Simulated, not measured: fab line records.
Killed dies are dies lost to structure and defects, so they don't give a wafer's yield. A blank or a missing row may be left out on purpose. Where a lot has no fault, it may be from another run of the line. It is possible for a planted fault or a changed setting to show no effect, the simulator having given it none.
What tool caused it?    flow sky130    Sampling: 13 lots, 39 wafers, 4 of 708 route steps

== WHAT EACH GAUGE READ, for each wafer ==
SKY_POLY_CUT_CD_MEAS_08 targets a cd of 270 nm. Usual: cd-nm reads 269.4 nm (standard deviation 1.5).
lot   measured      on         cd-nm (nm)         flag
L512  day 24 01:49  cd-sem-01  269.0 269.2 269.8  
L513  day 24 09:36  cd-sem-01  268.4 270.8 268.9  
L514  day 24 20:11  cd-sem-01  269.4 267.7 267.0  
L515  day 25 08:24  cd-sem-02  269.5 270.2 269.7  
L517  day 26 05:37  cd-sem-02  269.2 269.7 270.0  
L518  day 26 18:55  cd-sem-01  269.9 271.0 269.9  
L520  day 27 18:26  cd-sem-02  269.7 269.9 270.6  
L522  day 27 21:55  cd-sem-02  268.2 269.2 268.5  
L523  day 28 18:36  cd-sem-02  269.2 266.9 267.0  
L531  day 31 00:28  cd-sem-01  269.4 269.4 270.2  
L533  day 31 18:53  cd-sem-01  270.5 271.6 270.6  
L534  day 32 14:55  cd-sem-02  267.3 267.1 268.3  
L535  day 32 14:40  cd-sem-02  270.5 269.3 270.2  

SKY_VIA2_OVL_MEAS_13. Usual: VIA2_OVL 1 nm, standard deviation 5.3.
lot   measured      on          VIA2_OVL (nm)  flag
L512  day 36 07:41  overlay-02  -1 0 -5        
L513  day 36 12:26  overlay-02  4 4 2          
L514  day 36 21:02  overlay-01  -1 6 -2        
L515  day 37 07:56  overlay-01  0 -6 -11       
L517  day 38 05:29  overlay-01  -2 -9 -2       
L518  day 38 18:47  overlay-02  -2 1 -5        
L520  day 39 12:20  overlay-01  -2 -2 4        
L522  day 39 13:29  overlay-02  3 -2 -1        
L523  day 40 08:56  overlay-01  -6 -10 -14     
L531  day 42 07:29  overlay-01  6 7 4          
L533  day 43 00:56  overlay-01  7 9 10         
L534  day 43 15:56  overlay-02  6 4 -3         
L535  day 43 15:00  overlay-01  0 -5 -6        

== WHAT TOOL EACH LOT RAN ON (gives the tool, then ch and the chambers of the sampled wafers, and finally the start) ==
lot   SKY_SONOS_TUNNEL_CLEAN_13        SKY_SD_P_STRIP_10
L512  wet-bench-04 ch 1, day 11 06:27  plasma-asher-04 ch 0,1, day 25 07:58
L513  wet-bench-02 ch 0, day 11 18:00  plasma-asher-02 ch 1, day 25 15:02
L514  wet-bench-04 ch 0, day 12 03:17  plasma-asher-04 ch 0,1, day 26 01:43
L515  wet-bench-04 ch 3, day 12 09:05  plasma-asher-04 ch 0, day 26 13:56
L517  wet-bench-04 ch 2, day 13 05:46  plasma-asher-01 ch 0, day 27 10:35
L518  wet-bench-02 ch 1, day 13 07:46  plasma-asher-04 ch 0, day 27 23:29
L520  wet-bench-02 ch 1, day 14 09:50  plasma-asher-02 ch 0,1, day 28 23:01
L522  wet-bench-02 ch 1, day 14 19:06  plasma-asher-01 ch 0, day 29 02:04
L523  wet-bench-02 ch 1, day 15 12:05  plasma-asher-04 ch 0,1, day 29 23:17
L531  wet-bench-03 ch 3, day 17 21:19  plasma-asher-02 ch 0,1, day 32 05:04
L533  wet-bench-02 ch 1, day 18 21:39  plasma-asher-04 ch 0,1, day 32 23:38
L534  wet-bench-03 ch 1, day 19 15:29  plasma-asher-04 ch 1, day 33 17:56
L535  wet-bench-04 ch 3, day 19 15:48  plasma-asher-02 ch 0,1, day 33 17:51
- SKY_SONOS_TUNNEL_CLEAN_13: cleans in dHF, time 20 s.
- SKY_SD_P_STRIP_10: strips in O2/N2.

== WHAT THE TOOLS THEMSELVES READ (means of the sampled wafers that have a number; where no wafer has one, the mark that the record gives instead) ==
SKY_SONOS_TUNNEL_CLEAN_13. Usual: run-length-s reads 48.4 s (standard deviation 2.2).
lot   tool          run-length-s (s)  flag
L512  wet-bench-04  47.7              
L513  wet-bench-02  47.9              
L514  wet-bench-04  46.1              
L515  wet-bench-04  47.0              
L517  wet-bench-04  51.9              
L518  wet-bench-02  52.5              
L520  wet-bench-02  48.1              
L522  wet-bench-02  46.9              
L523  wet-bench-02  47.0              
L531  wet-bench-03  48.0              
L533  wet-bench-02  33.8              OFF
L534  wet-bench-03  48.2              
L535  wet-bench-04  46.9              

SKY_SD_P_STRIP_10. Usual: drypump-motor-current-A 5.7 A, standard deviation 0.37; oes-product-au 0.617 a.u., standard deviation 0.0047; strip-time-to-endpoint-s 17.50 s, standard deviation 0.04.
lot   tool             drypump-motor-current-A (A)  oes-product-au (a.u.)  strip-time-to-endpoint-s (s)  flag
L512  plasma-asher-04  6.0                          0.618                  17.51                         
L513  plasma-asher-02  5.4                          0.617                  17.49                         
L514  plasma-asher-04  6.0                          0.611                  17.45                         
L515  plasma-asher-04  6.1                          0.619                  17.52                         
L517  plasma-asher-01  5.3                          0.617                  17.47                         
L518  plasma-asher-04  6.1                          0.620                  17.51                         
L520  plasma-asher-02  5.7                          0.613                  17.53                         
L522  plasma-asher-01  5.2                          0.619                  17.48                         
L523  plasma-asher-04  6.1                          0.616                  17.58                         
L531  plasma-asher-02  5.6                          0.614                  17.47                         
L533  plasma-asher-04  6.1                          0.620                  17.58                         
L534  plasma-asher-04  6.1                          0.620                  17.49                         
L535  plasma-asher-02  5.6                          0.617                  17.47                         

== THE ANSWER, worked out from the rows above alone ==
Rule: a lot counts as off when the mean over its wafers that have a number is more than 3 standard deviations away from the usual mean. A lot without any number at a reading at which 4 lots or more have one is off too. Where the step has rows for the other lots, those lots are counted as sound. Order of review: gauges by route order, followed by the tools' own readings, for which a lot's mean as printed above is used. The first step at which some lot is off is used, and at that step the reading that is off furthest; a lot without a number counts as furthest.
Off at SKY_SONOS_TUNNEL_CLEAN_13 (run-length-s): L533.
A tool fits if, at that step or a process step before it, it ran every lot that is off, and no sound lot after the first of them. One candidate fits, namely wet-bench-02 at SKY_SONOS_TUNNEL_CLEAN_13. A fault onset in the window from L523 (day 15 12:05, its last sound lot) to L533 (day 18 21:39, its first lot off) fits.
On the lots that are off, the tool's own readings at SKY_SONOS_TUNNEL_CLEAN_13 differ by more than 5 times the standard deviation of the sound lots' means, which bears it out; run-length-s reads 33.8 s there versus 48.2 s on the sound lots.

== WHAT WAS PUT IN BY THE SIMULATOR ==
wet-bench-02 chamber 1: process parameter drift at SKY_SONOS_TUNNEL_CLEAN_13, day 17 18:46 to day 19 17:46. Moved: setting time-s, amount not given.
Struck lots among those shown: L533. The rule above found the same.
